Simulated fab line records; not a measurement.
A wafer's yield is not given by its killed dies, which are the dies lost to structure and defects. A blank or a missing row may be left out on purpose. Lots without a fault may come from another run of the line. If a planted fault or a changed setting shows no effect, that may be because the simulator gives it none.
What tool caused it? ; flow sky130 ; Sampling: 10 lots, 30 wafers, 7 of 708 route steps

## WHAT THE GAUGES SHOWED, per wafer
SKY_VIA2_CD_MEAS_12 targets a cd of 200 nm. Usual: cdNm at 200.1 nm, with a standard deviation of 1.9.
lot;measured;on;cdNm (nm);flag
L851;day 34 07:19;cdSem-01;197.5 197.8 197.1;
L854;day 34 21:41;cdSem-02;198.2 198.6 198.3;
L856;day 35 07:52;cdSem-02;199.6 199.6 199.2;
L857;day 35 23:08;cdSem-02;201.9 201.1 200.6;
L863;day 37 10:07;cdSem-01;199.6 199.3 199.2;
L866;day 38 09:07;cdSem-02;201.1 201.9 203.2;
L867;day 38 17:22;cdSem-02;197.7 198.7 198.7;
L870;day 45 16:16;cdSem-02;200.8 201.1 200.8;
L869;day 45 20:14;cdSem-02;197.3 198.1 196.9;
L873;day 45 23:47;cdSem-01;201.9 202.7 201.9;

SKY_VIA2_RS_MEAS_22: the measuring method here is four-point-probe. Usual: VIA2_W_RS gives 0.270 ohm/sq (standard deviation 0.0033).
lot;measured;on;VIA2_W_RS (ohm/sq);flag
L851;day 34 08:21;filmMetro-04;0.262 0.266 0.264;
L854;day 34 22:44;filmMetro-04;0.271 0.268 0.266;
L856;day 35 08:54;filmMetro-03;0.273 0.264 0.270;
L857;day 36 00:13;filmMetro-03;0.480 0.485 0.482;OFF
L863;day 37 11:09;filmMetro-03;0.270 0.270 0.263;
L866;day 38 10:10;filmMetro-04;0.274 0.271 0.267;
L867;day 38 18:25;filmMetro-03;0.270 0.275 0.277;
L870;day 45 17:20;filmMetro-03;0.272 0.269 0.274;
L869;day 45 21:31;filmMetro-03;0.268 0.267 0.270;
L873;day 46 00:50;filmMetro-03;0.274 0.271 0.271;

SKY_VIA2_THK_MEAS_23: measures by xrf. Usual: VIA2_W_THK gives 408 nm (standard deviation 5.4).
lot;measured;on;VIA2_W_THK (nm);flag
L851;day 34 08:28;filmMetro-04;419 414 418;
L854;day 34 22:50;filmMetro-04;408 412 413;
L856;day 35 09:01;filmMetro-03;406 415 405;
L857;day 36 00:19;filmMetro-03;234 233 235;OFF
L863;day 37 11:16;filmMetro-03;409 410 421;
L866;day 38 10:17;filmMetro-04;405 408 412;
L867;day 38 18:32;filmMetro-03;406 399 399;
L870;day 45 17:27;filmMetro-03;403 407 400;
L869;day 45 21:38;filmMetro-03;407 409 404;
L873;day 46 00:56;filmMetro-03;398 402 398;

SKY_CAPM_THK_MEAS_01. Usual: CAPM_CVD_00_THK gives 15.49 nm (standard deviation 0.21).
lot;measured;on;CAPM_CVD_00_THK (nm);flag
L851;day 34 09:01;filmMetro-01;15.50 15.54 15.60;
L854;day 34 23:22;filmMetro-03;15.44 15.90 15.49;
L856;day 35 09:34;filmMetro-02;15.53 15.08 15.94;
L857;day 36 00:51;filmMetro-03;15.48 15.67 15.43;
L863;day 37 11:49;filmMetro-02;15.29 15.31 15.51;
L866;day 38 10:50;filmMetro-01;15.23 15.69 15.60;
L867;day 38 19:04;filmMetro-03;15.38 15.48 15.64;
L870;day 45 17:59;filmMetro-01;15.36 15.57 15.83;
L869;day 45 22:17;filmMetro-02;15.29 15.63 15.47;
L873;day 46 01:29;filmMetro-01;15.34 15.61 15.49;

## TOOL THAT RAN EACH LOT (tool first, then ch and the chambers of the sampled wafers, then the start)
lot;SKY_VIA2_CMP_02;SKY_VIA2_CVD_21;SKY_VIA2_CMP_24
L851;cmp-02 ch 0,2,3, day 33 04:28;cvdW-01 ch 0,1, day 34 08:13;cmp-01 ch 0,2,3, day 34 08:38
L854;cmp-02 ch 0,2, day 33 19:08;cvdW-02 ch 0,1, day 34 22:35;cmp-02 ch 0,1,3, day 34 22:53
L856;cmp-01 ch 1,2, day 34 04:32;cvdW-01 ch 0,1, day 35 08:46;cmp-01 ch 1,3, day 35 09:08
L857;cmp-01 ch 0,2,3, day 34 19:26;cvdW-02 ch 1, day 36 00:04;cmp-02 ch 0,2,3, day 36 00:28
L863;cmp-01 ch 1,2,3, day 36 07:49;cvdW-01 ch 0,1, day 37 11:01;cmp-02 ch 0,1,2, day 37 11:20
L866;cmp-02 ch 0,1,3, day 37 05:50;cvdW-01 ch 0,1, day 38 10:02;cmp-01 ch 0,1,2, day 38 10:27
L867;cmp-02 ch 1,3, day 37 13:55;cvdW-02 ch 0,1, day 38 18:17;cmp-01 ch 1,2,3, day 38 18:41
L870;cmp-01 ch 0,1,3, day 44 19:47;cvdW-01 ch 0,1, day 45 17:11;cmp-02 ch 0,2,3, day 45 17:33
L869;cmp-01 ch 0,2, day 45 00:28;cvdW-01 ch 0,1, day 45 21:22;cmp-01 ch 1,2,3, day 45 21:51
L873;cmp-02 ch 0,2, day 45 03:43;cvdW-02 ch 0, day 46 00:41;cmp-01 ch 0,2, day 46 00:59
- SKY_VIA2_CMP_02: polishes SiO2.
- SKY_VIA2_CVD_21: deposits W, target thk 420 nm, time 126.4 s.
- SKY_VIA2_CMP_24: polishes, stops on SiO2, t overpolish 20 s, target thk 0 nm.

## AS READ BY THE TOOLS THEMSELVES (means over the sampled wafers that have a number; for cases with no such wafer, the mark the record gives instead)
SKY_VIA2_CMP_02. Usual: edgeZonePressureFrac 0.999, standard deviation 0.0054; motorCurrentA 11.7 A, standard deviation 0.93.
lot;tool;edgeZonePressureFrac;motorCurrentA (A);flag
L851;cmp-02;1.002;12.2;
L854;cmp-02;1.008;12.2;
L856;cmp-01;1.000;12.0;
L857;cmp-01;1.001;11.5;
L863;cmp-01;1.000;12.1;
L866;cmp-02;0.997;11.5;
L867;cmp-02;1.001;11.5;
L870;cmp-01;1.001;11.5;
L869;cmp-01;0.997;10.8;
L873;cmp-02;0.999;13.0;

SKY_VIA2_CVD_21. Usual: heaterPowerW 826 W, standard deviation 52; susceptorTempC 400.04 C, standard deviation 0.21.
lot;tool;heaterPowerW (W);susceptorTempC (C);flag
L851;cvdW-01;833;399.99;
L854;cvdW-02;835;399.77;
L856;cvdW-01;850;400.02;
L857;cvdW-02;880;400.13;
L863;cvdW-01;839;400.38;
L866;cvdW-01;846;399.62;
L867;cvdW-02;833;399.80;
L870;cvdW-01;823;400.23;
L869;cvdW-01;785;399.92;
L873;cvdW-02;802;400.17;

SKY_VIA2_CMP_24. Usual: edgeZonePressureFrac 1.000, standard deviation 0.0055; motorCurrentA 10.6 A, standard deviation 0.89; timeToEndpointS 103 s, standard deviation 3.3.
lot;tool;edgeZonePressureFrac;motorCurrentA (A);timeToEndpointS (s);flag
L851;cmp-01;1.001;10.4;107;
L854;cmp-02;0.998;10.5;100;
L856;cmp-01;0.998;11.5;100;
L857;cmp-02;1.004;11.1;59;OFF
L863;cmp-02;1.001;11.0;102;
L866;cmp-01;0.997;10.4;105;
L867;cmp-01;1.008;10.8;104;
L870;cmp-02;1.001;11.2;101;
L869;cmp-01;1.002;10.9;104;
L873;cmp-01;1.007;9.9;106;

## THE ANSWER, worked out from the rows above alone
Rule: lot off if the mean of its wafers having a number is beyond 3 standard deviations from the usual mean. Also off: a lot with no number at a reading for which 4 or more lots have one. Any other lot the step has rows for is counted as sound. First the gauges in route order, then the tools' own readings, where a lot's mean is used as printed above. At the first step where some lot is off, the reading lying furthest off is the one used; lots without a number count as furthest.
Off: L857, seen at SKY_VIA2_RS_MEAS_22 (VIA2_W_RS).
A tool fits if, at a process step before that reading, it ran every lot that is off, and no sound lot after the first of them. Not tried: the gauges at SKY_VIA2_RS_MEAS_22; whatever is off there is also off at SKY_VIA2_CMP_24, on other tools, and gauge error can't account for it. No candidate that was tried fits.

## WHAT THE SIMULATOR PUT IN
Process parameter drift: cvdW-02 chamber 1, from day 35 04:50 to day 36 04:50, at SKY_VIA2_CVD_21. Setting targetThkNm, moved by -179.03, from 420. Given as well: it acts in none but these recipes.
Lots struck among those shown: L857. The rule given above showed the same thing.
